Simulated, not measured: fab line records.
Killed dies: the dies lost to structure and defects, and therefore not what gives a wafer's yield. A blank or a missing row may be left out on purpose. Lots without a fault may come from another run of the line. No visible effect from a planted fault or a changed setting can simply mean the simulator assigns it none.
Matching of chambers / flow sky130 / rieDiel-03 running SKY_SPACER_ETCHBACK_02: 4 sister chambers
The step etches Si3N4 in CH3F/O2, stops on SiO2, time 46.7 s, target depth 45 nm. 8 wafers are shown with their chamber, then 8 later ones without.

## WAFERS WITH THEIR CHAMBER
wafer=L174.2; chamber=3; drypumpMotorCurrentA (A)=5.5; oesProductAu (a.u.)=0.851
wafer=L174.6; chamber=1; drypumpMotorCurrentA (A)=5.5; oesProductAu (a.u.)=0.853
wafer=L180.4; chamber=0; drypumpMotorCurrentA (A)=5.8; oesProductAu (a.u.)=0.846
wafer=L180.5; chamber=2; drypumpMotorCurrentA (A)=6.3; oesProductAu (a.u.)=0.854
wafer=L181.4; chamber=3; drypumpMotorCurrentA (A)=5.5; oesProductAu (a.u.)=0.855
wafer=L181.5; chamber=2; drypumpMotorCurrentA (A)=6.3; oesProductAu (a.u.)=0.856
wafer=L181.6; chamber=1; drypumpMotorCurrentA (A)=5.5; oesProductAu (a.u.)=0.843
wafer=L182.1; chamber=0; drypumpMotorCurrentA (A)=5.9; oesProductAu (a.u.)=0.855

## WAFERS WITHOUT THEIR CHAMBER
wafer=L182.3; drypumpMotorCurrentA (A)=5.5; oesProductAu (a.u.)=0.857
wafer=L182.4; drypumpMotorCurrentA (A)=5.5; oesProductAu (a.u.)=0.862
wafer=L189.4; drypumpMotorCurrentA (A)=5.5; oesProductAu (a.u.)=0.860
wafer=L189.5; drypumpMotorCurrentA (A)=5.9; oesProductAu (a.u.)=0.857
wafer=L189.6; drypumpMotorCurrentA (A)=5.5; oesProductAu (a.u.)=0.862
wafer=L194.2; drypumpMotorCurrentA (A)=5.5; oesProductAu (a.u.)=0.851
wafer=L194.4; drypumpMotorCurrentA (A)=5.5; oesProductAu (a.u.)=0.871
wafer=L194.5; drypumpMotorCurrentA (A)=5.5; oesProductAu (a.u.)=0.856

## THE CHAMBER EACH PASSED THROUGH
wafer=L182.3; from the rows above=can't be placed: 3 or 1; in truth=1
wafer=L182.4; from the rows above=can't be placed: 3 or 1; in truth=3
wafer=L189.4; from the rows above=can't be placed: 3 or 1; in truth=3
wafer=L189.5; from the rows above=0; in truth=0
wafer=L189.6; from the rows above=can't be placed: 3 or 1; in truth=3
wafer=L194.2; from the rows above=can't be placed: 3 or 1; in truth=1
wafer=L194.4; from the rows above=can't be placed: 3 or 1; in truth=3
wafer=L194.5; from the rows above=can't be placed: 3 or 1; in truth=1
Correctly placed: 1 of 8. Can't be placed from these rows: 7 (the true chamber is among the candidates in 7). Placed wrongly: 0.
How it was worked out, from the rows above alone: a wafer's distance from a chamber is the root of the sum, over the readings, of the square of ((its reading less the chamber's mean) divided by the reading's scatter). The wafer belongs to the nearest chamber; if the next one is less than 2 further off, it can't be placed. Each chamber's mean is taken over the wafers shown for it. How the scatter is found: for the shown wafers, subtract from each reading the mean of its chamber, square and add these, divide the total by (wafers less chambers), then take the root.
